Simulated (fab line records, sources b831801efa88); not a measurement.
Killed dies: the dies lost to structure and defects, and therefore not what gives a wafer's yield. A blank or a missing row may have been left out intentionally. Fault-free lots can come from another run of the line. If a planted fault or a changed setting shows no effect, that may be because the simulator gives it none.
Which tool was responsible?    flow sky130    Sampling: 10 lots, 30 wafers, 4 of 708 route steps

== WHAT THE GAUGES SHOWED, per wafer ==
SKY_CAPM_THK_MEAS_01.
lot   measured      on             CAPM_CVD_00_THK (nm)
L839  day 36 12:23  film_metro-04  15.41 15.58 15.55
L840  day 36 14:43  film_metro-04  15.58 15.27 15.38
L841  day 37 00:40  film_metro-04  15.27 15.45 15.74
L843  day 37 20:08  film_metro-03  20.87 21.27 21.36
L844  day 38 00:13  film_metro-03  15.66 15.33 15.81
L845  day 38 16:19  film_metro-04  21.14 21.78 21.26
L857  day 42 05:47  film_metro-04  15.22 15.55 15.52
L860  day 42 14:51  film_metro-03  15.21 15.36 16.17
L861  day 43 06:21  film_metro-03  15.38 15.16 15.63
L862  day 43 08:10  film_metro-04  15.46 15.76 15.70

== WHAT TOOL EACH LOT RAN ON (gives the tool, then ch and the chambers of the sampled wafers, and finally the start) ==
lot   SKY_METAL2_METAL_ETCH_19           SKY_VIA2_ETCH_15                    SKY_CAPM_CVD_00
L839  rie_metal-02 ch 1, day 35 06:11    rie_diel-01 ch 1,2, day 36 10:49    pecvd-01 ch 0,1,2, day 36 12:21
L840  rie_metal-03 ch 0,1, day 35 10:08  rie_diel-04 ch 0,1,2, day 36 13:11  pecvd-03 ch 0,2, day 36 14:41
L841  rie_metal-02 ch 0,1, day 35 19:50  rie_diel-04 ch 0,1,2, day 36 23:08  pecvd-01 ch 0,1,2, day 37 00:38
L843  rie_metal-02 ch 0,1, day 36 14:41  rie_diel-04 ch 1,2,3, day 37 18:29  pecvd-01 ch 0,1,2, day 37 20:07
L844  rie_metal-02 ch 1, day 36 18:50    rie_diel-01 ch 0,2, day 37 22:32    pecvd-03 ch 1,2, day 38 00:11
L845  rie_metal-02 ch 0,1, day 37 11:47  rie_diel-01 ch 0,1,3, day 38 14:47  pecvd-01 ch 0,2, day 38 16:17
L857  rie_metal-02 ch 0,1, day 41 01:53  rie_diel-04 ch 0,2,3, day 42 04:17  pecvd-03 ch 1,2, day 42 05:46
L860  rie_metal-04 ch 0,1, day 41 12:37  rie_diel-04 ch 0,1,2, day 42 13:19  pecvd-01 ch 0,1, day 42 14:48
L861  rie_metal-02 ch 0,1, day 42 03:56  rie_diel-04 ch 0,2,3, day 43 04:50  pecvd-01 ch 0,2, day 43 06:19
L862  rie_metal-03 ch 0,1, day 42 05:41  rie_diel-03 ch 1,3, day 43 06:35    pecvd-01 ch 0,2, day 43 08:07
- SKY_METAL2_METAL_ETCH_19: etches the open film in Cl2/BCl3, stops on SiO2, target depth 360 nm, time 78 s.
- SKY_VIA2_ETCH_15: etches SiO2 in C4F8/O2/Ar, stops on TiN, target depth 546 nm, time 84 s.
- SKY_CAPM_CVD_00: deposits SiO2, target thk 15.5 nm.

== THE ANSWER, worked out from the rows above alone ==
Rule: the usual values come from the lots themselves. Put in order of their means at a reading, lots are off if they are a third of the lots or fewer, leave a main group of 4 or more, and stand apart from it by a gap of 3 or more times the standard deviation of the main group's means; of several such gaps the widest counts. A main group is skipped when, at the precision printed for the reading in the tables above, its means are all equal. Also off: a lot with no number at a reading for which 4 or more lots have one. All remaining lots with rows at the step are treated as sound.
Off: L843, L845, at SKY_CAPM_THK_MEAS_01 (CAPM_CVD_00_THK). For the main group the mean is 15.51 nm and the standard deviation 0.087.
A tool fits if, at a process step before that reading, it ran every lot that is off, and no sound lot after the first of them. The gauges at SKY_CAPM_THK_MEAS_01 are tried like those tools. Not one of the candidates tried fits.

== WHAT THE SIMULATOR HAD PUT IN ==
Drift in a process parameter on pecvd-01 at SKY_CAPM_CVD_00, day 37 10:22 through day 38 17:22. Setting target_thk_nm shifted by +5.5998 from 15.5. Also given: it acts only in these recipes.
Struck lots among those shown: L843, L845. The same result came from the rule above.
